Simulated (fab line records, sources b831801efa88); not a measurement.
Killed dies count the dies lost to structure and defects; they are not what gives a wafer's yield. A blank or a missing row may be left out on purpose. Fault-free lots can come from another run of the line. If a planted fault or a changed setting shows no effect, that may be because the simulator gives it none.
A lot that was struck, set against a sound lot    flow sky130    17 steps out of a route of 708
Sound: wafers L963.1, L963.4, L963.5. The struck wafers were L978.1, L978.2, L978.6. At the end, the cause is stated.
For every step that has rows: the tool of each side, followed by ch and its chambers, followed by its first start. Under that, the readings that differ: sound wafers    struck wafers    difference of the means    sigmas: that difference in standard deviations of wafers without a fault.
alike: words and numbers the same on both sides, and readings whose means are apart by under 2 such deviations; not compared: readings that were withheld, readings missing a value for some wafer, numbers with overlapping values and no deviation given by the record, and bounds like >300 which may hide the same value.
The two part at a step that has a row with sigmas, a row that says differs or no value, or rows on one side only. Numbers that don't overlap but have no deviation are shown without sigmas and don't part them. A reading that every wafer of one side lacks parts them only if that side has two wafers or more.

first, 1 step without rows for these wafers: SKY_LDD_N_IMPLANT_15.
SKY_LDD_N_STRIP_16: strips in O2/N2.
  sound on plasma_asher-03 ch 0,1, day 18 06:00; struck on plasma_asher-02 ch 0,1, day 23 18:15
  alike: drypump_motor_current_A, oes_product_au, strip_time_to_endpoint_s
  not compared: rf_hours_counter_h
SKY_LDD_N_TW_MEAS_17:
  sound on film_metro-02 at day 18 06:06; struck on film_metro-04 at day 23 18:21
reading   sound           struck          difference  sigmas
LDD_N_TW  2603 2615 2585  2581 2558 2566  -33         -2
then, 7 steps without rows for these wafers: SKY_LDD_P_DEHYDRATE_00 (time 60 s); SKY_LDD_P_HMDS_01 (prime time 60 s); SKY_LDD_P_COAT_02 (resist thk 1140 nm); SKY_LDD_P_SOFTBAKE_03 (time 60 s); SKY_LDD_P_EXPOSE_04 (exposes mask PSDM, target cd 380 nm); SKY_LDD_P_PEB_05; SKY_LDD_P_DEVELOP_06 (develop time 60 s).
SKY_LDD_P_CD_MEAS_07 targets a cd of 380 nm.
  sound on cd_sem-02 at day 19 12:34; struck on cd_sem-01 at day 24 23:40
reading     sound              struck             difference  sigmas
cd_nm (nm)  384.9 385.0 383.1  378.8 376.6 377.8  -6.6        -3
SKY_LDD_P_OVL_MEAS_08:
  sound on overlay-01 at day 19 12:41; struck on overlay-01 at day 24 23:47
  alike: LDD_P_OVL
SKY_LDD_P_IMPLANT_09:
  sound on implanter-01 ch 0, day 19 12:43; struck on implanter-01 ch 0, day 24 23:49
reading                    sound                 struck                difference  sigmas
beam_energy_keV            24.987 24.995 24.988  28.924 28.928 28.928  +3.937      +99 or more
model.implant.rp_nm (nm)   20.12 20.12 20.12     23.39 23.39 23.39     +3.27       
model.implant.drp_nm (nm)  11.41 11.41 11.41     12.64 12.64 12.64     +1.23       
SKY_LDD_P_STRIP_10: strips in O2/N2.
  sound on plasma_asher-04 ch 0,1, day 19 12:52; struck on plasma_asher-04 ch 0,1, day 24 23:58
  alike: drypump_motor_current_A, oes_product_au, strip_time_to_endpoint_s
  not compared: rf_hours_counter_h
SKY_LDD_P_TW_MEAS_11:
  sound on film_metro-01 at day 19 12:58; struck on film_metro-02 at day 25 00:04
reading   sound        struck       difference  sigmas
LDD_P_TW  649 648 647  666 663 663  +16         +2
then, 1 step without rows for these wafers: SKY_LDD_HVN_DEHYDRATE_00 (time 60 s).
-- the record jumps here: 25 days lie between the struck wafers' starts before and after (it left off in module LDD_HVN and takes up again in module PAD_OPEN, whose first step shown is number 708 of the route) --
SKY_PAD_OPEN_PROBE_99:
  sound on prober-01 at day 46 03:47; struck on prober-01 at day 49 18:34
  alike: killed_at_M0_to_M3, killed_at_M4_up, killed_at_contacts, killed_at_front_end, killed_at_other, killed_dies, killed_on_rim, killed_open, killed_short

== WHERE THEY PART ==
Earliest at SKY_LDD_N_TW_MEAS_17; latest, in this record, at SKY_LDD_P_TW_MEAS_11. Later steps at which nothing parts them and some readings are alike: SKY_PAD_OPEN_PROBE_99.

WHY: what the simulator had put in
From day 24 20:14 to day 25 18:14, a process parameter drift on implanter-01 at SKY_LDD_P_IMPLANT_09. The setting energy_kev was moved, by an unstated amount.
